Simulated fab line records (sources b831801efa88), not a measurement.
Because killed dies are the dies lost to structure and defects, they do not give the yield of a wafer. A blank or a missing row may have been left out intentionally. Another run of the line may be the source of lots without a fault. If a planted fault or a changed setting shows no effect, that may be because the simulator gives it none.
What tool caused it?	flow sky130	Sampling: 13 lots, 39 wafers, 5 of 708 route steps

== WHAT EACH GAUGE READ, for each wafer ==
SKY_VT_ADJUST_LVTN_TW_MEAS_21.
lot	measured	on	VT_ADJUST_LVTN_2_TW
L804	day 7 15:18	film-metro-01	187.1 188.1 187.6
L805	day 7 22:30	film-metro-04	189.2 189.2 188.3
L806	day 8 05:03	film-metro-03	187.4 186.9 186.9
L807	day 8 12:02	film-metro-04	189.4 189.6 188.8
L808	day 8 22:15	film-metro-04	189.8 189.8 189.0
L809	day 9 03:48	film-metro-01	187.3 188.0 187.8
L810	day 9 12:06	film-metro-04	190.1 190.0 190.6
L811	day 9 17:52	film-metro-01	186.9 188.1 188.3
L820	day 12 04:36	film-metro-04	30.1 30.1 30.3
L823	day 13 01:41	film-metro-03	186.8 187.0 186.0
L824	day 13 12:27	film-metro-01	189.2 189.4 188.9
L825	day 13 16:29	film-metro-03	186.9 187.0 186.9
L827	day 14 04:45	film-metro-03	186.2 186.1 186.4

SKY_SONOS_ONO_CD_MEAS_13 targets a cd of 410 nm.
lot	measured	on	cd-nm (nm)
L804	day 12 14:42	cd-sem-02	411.5 409.8 410.0
L805	day 12 22:22	cd-sem-02	408.0 408.9 406.5
L806	day 13 05:14	cd-sem-02	411.5 409.8 409.1
L807	day 13 11:48	cd-sem-01	410.0 410.1 409.2
L808	day 13 22:33	cd-sem-02	411.6 411.4 411.0
L809	day 14 05:29	cd-sem-02	403.8 403.8 404.7
L810	day 15 00:57	cd-sem-02	408.3 408.6 408.3
L811	day 15 00:43	cd-sem-01	412.9 408.7 410.8
L820	day 18 02:56	cd-sem-01	411.0 408.1 407.7
L823	day 18 23:10	cd-sem-02	407.8 408.5 406.7
L824	day 19 12:10	cd-sem-02	409.7 409.7 409.9
L825	day 19 19:55	cd-sem-01	413.6 410.4 414.3
L827	day 20 07:56	cd-sem-01	407.6 410.7 409.2

SKY_LDD_LDN_OVL_MEAS_07.
lot	measured	on	LDD_LDN_OVL (nm)
L804	day 23 01:35	overlay-02	-1.4 1.1 0.1
L805	day 23 03:24	overlay-02	0.9 -0.2 1.8
L806	day 23 15:51	overlay-01	-2.0 -2.0 -4.6
L807	day 24 01:23	overlay-02	0.6 0.9 2.3
L808	day 24 07:32	overlay-02	-0.3 -0.5 0.7
L809	day 24 15:01	overlay-01	1.5 2.0 -0.5
L810	day 25 19:05	overlay-02	1.2 -0.9 0.9
L811	day 25 20:00	overlay-02	0.9 1.9 1.6
L820	day 28 10:17	overlay-01	-0.2 -1.8 -0.8
L823	day 29 05:12	overlay-01	-0.5 0.5 1.5
L824	day 29 21:54	overlay-01	0.4 -0.7 -1.5
L825	day 30 01:38	overlay-02	0.0 0.8 1.8
L827	day 30 13:05	overlay-01	-0.5 2.9 2.7

== EACH LOT AND THE TOOL THAT RAN IT (in order: tool; ch and the chambers of the sampled wafers; start) ==
lot	SKY_VT_ADJUST_LVTN_STRIP_09	SKY_VT_ADJUST_LVTN_STRIP_20
L804	plasma-asher-02 ch 0,1, day 6 19:59	plasma-asher-02 ch 0,1, day 7 15:12
L805	plasma-asher-01 ch 0,1, day 7 02:20	plasma-asher-02 ch 1, day 7 22:23
L806	plasma-asher-02 ch 0,1, day 7 08:21	plasma-asher-04 ch 0,1, day 8 04:56
L807	plasma-asher-04 ch 0,1, day 7 15:17	plasma-asher-04 ch 0,1, day 8 11:56
L808	plasma-asher-04 ch 0,1, day 8 01:05	plasma-asher-01 ch 1, day 8 22:09
L809	plasma-asher-02 ch 0,1, day 8 05:59	plasma-asher-01 ch 0,1, day 9 03:43
L810	plasma-asher-01 ch 0,1, day 8 13:42	plasma-asher-01 ch 0,1, day 9 12:00
L811	plasma-asher-01 ch 0,1, day 8 19:56	plasma-asher-02 ch 0,1, day 9 17:45
L820	plasma-asher-01 ch 0,1, day 11 04:50	plasma-asher-02 ch 0,1, day 12 04:30
L823	plasma-asher-02 ch 0,1, day 12 00:09	plasma-asher-01 ch 0,1, day 13 01:35
L824	plasma-asher-04 ch 0,1, day 12 11:32	plasma-asher-02 ch 0,1, day 13 12:20
L825	plasma-asher-02 ch 0,1, day 12 15:14	plasma-asher-01 ch 0,1, day 13 16:23
L827	plasma-asher-02 ch 0,1, day 13 03:21	plasma-asher-04 ch 0,1, day 14 04:39
- SKY_VT_ADJUST_LVTN_STRIP_09: strips in O2/N2.
- SKY_VT_ADJUST_LVTN_STRIP_20: strips in O2/N2.

== AS READ BY THE TOOLS THEMSELVES (means over the sampled wafers that have a number; for cases with no such wafer, the mark the record gives instead) ==
SKY_VT_ADJUST_LVTN_STRIP_09.
lot	tool	drypump-motor-current-A (A)	o2-flow-sccm (sccm)	oes-product-au (a.u.)	strip-time-to-endpoint-s (s)
L804	plasma-asher-02	5.5	3002	0.722	36.98
L805	plasma-asher-01	5.5	3000	0.722	36.95
L806	plasma-asher-02	5.1	2997	0.721	36.85
L807	plasma-asher-04	5.2	2999	0.719	36.62
L808	plasma-asher-04	5.4	3007	0.722	36.94
L809	plasma-asher-02	5.4	3007	0.718	36.82
L810	plasma-asher-01	5.5	2995	0.720	36.97
L811	plasma-asher-01	5.5	3003	0.725	36.90
L820	plasma-asher-01	5.5	3003	0.944	-
L823	plasma-asher-02	5.1	2999	0.727	36.92
L824	plasma-asher-04	5.4	2996	0.722	37.04
L825	plasma-asher-02	5.5	2998	0.727	36.88
L827	plasma-asher-02	5.1	2999	0.724	36.98

SKY_VT_ADJUST_LVTN_STRIP_20.
lot	tool	drypump-motor-current-A (A)	o2-flow-sccm (sccm)	oes-product-au (a.u.)	strip-time-to-endpoint-s (s)
L804	plasma-asher-02	5.5	3001	0.716	14.20
L805	plasma-asher-02	4.7	3014	0.712	14.18
L806	plasma-asher-04	5.2	3002	0.716	14.19
L807	plasma-asher-04	5.2	3007	0.714	14.17
L808	plasma-asher-01	5.5	2984	0.721	14.23
L809	plasma-asher-01	5.5	3005	0.715	14.15
L810	plasma-asher-01	5.4	2994	0.718	14.20
L811	plasma-asher-02	5.5	3003	0.715	14.24
L820	plasma-asher-02	5.1	2989	0.725	32.40
L823	plasma-asher-01	5.5	2993	0.711	14.21
L824	plasma-asher-02	5.5	2994	0.714	14.25
L825	plasma-asher-01	5.5	3003	0.716	14.24
L827	plasma-asher-04	5.4	3004	0.719	14.20

== THE ANSWER, worked out from the rows above alone ==
Rule: the usual values come from the lots themselves. Put in order of their means at a reading, lots are off if they are a third of the lots or fewer, leave a main group of 4 or more, and stand apart from it by a gap of 3 or more times the standard deviation of the main group's means; of several such gaps the widest counts. Not used: any main group whose means are identical at the precision the tables above print for the reading. A lot without any number at a reading at which 4 lots or more have one is off too. Where the step has rows for the other lots, those lots are counted as sound. First the gauges in route order, then the tools' own readings, where a lot's mean is used as printed above. At the first step where some lot is off, the reading lying furthest off is the one used; lots without a number count as furthest.
Off: L820, seen at SKY_VT_ADJUST_LVTN_TW_MEAS_21 (VT_ADJUST_LVTN_2_TW). The main group has a mean of 188.1 with a standard deviation of 1.2.
A tool fits if, at a process step before that reading, it ran every lot that is off, and no sound lot after the first of them. Not tried: the gauges at SKY_VT_ADJUST_LVTN_TW_MEAS_21; whatever is off there is also off at SKY_VT_ADJUST_LVTN_STRIP_09, on other tools, and gauge error can't account for it. One fits: SKY_VT_ADJUST_LVTN_STRIP_09 on plasma-asher-01. Its last sound lot is L811 (day 8 19:56), its first lot that is off L820 (day 11 04:50): a fault that began between those two fits.
The tool's own readings at SKY_VT_ADJUST_LVTN_STRIP_09 bear it out: on the lots that are off they differ by more than 5 times the standard deviation of the sound lots' means. oes-product-au reads 0.944 a.u. there against 0.722 a.u. on the sound lots.
Blank at SKY_VT_ADJUST_LVTN_STRIP_09 on the lots that are off, where sound lots have numbers: strip-time-to-endpoint-s.

== WHAT THE SIMULATOR PUT IN ==
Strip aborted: plasma-asher-01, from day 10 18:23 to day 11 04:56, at SKY_VT_ADJUST_LVTN_STRIP_09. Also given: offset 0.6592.
Struck lots among those shown: L820. Same finding as the rule above.
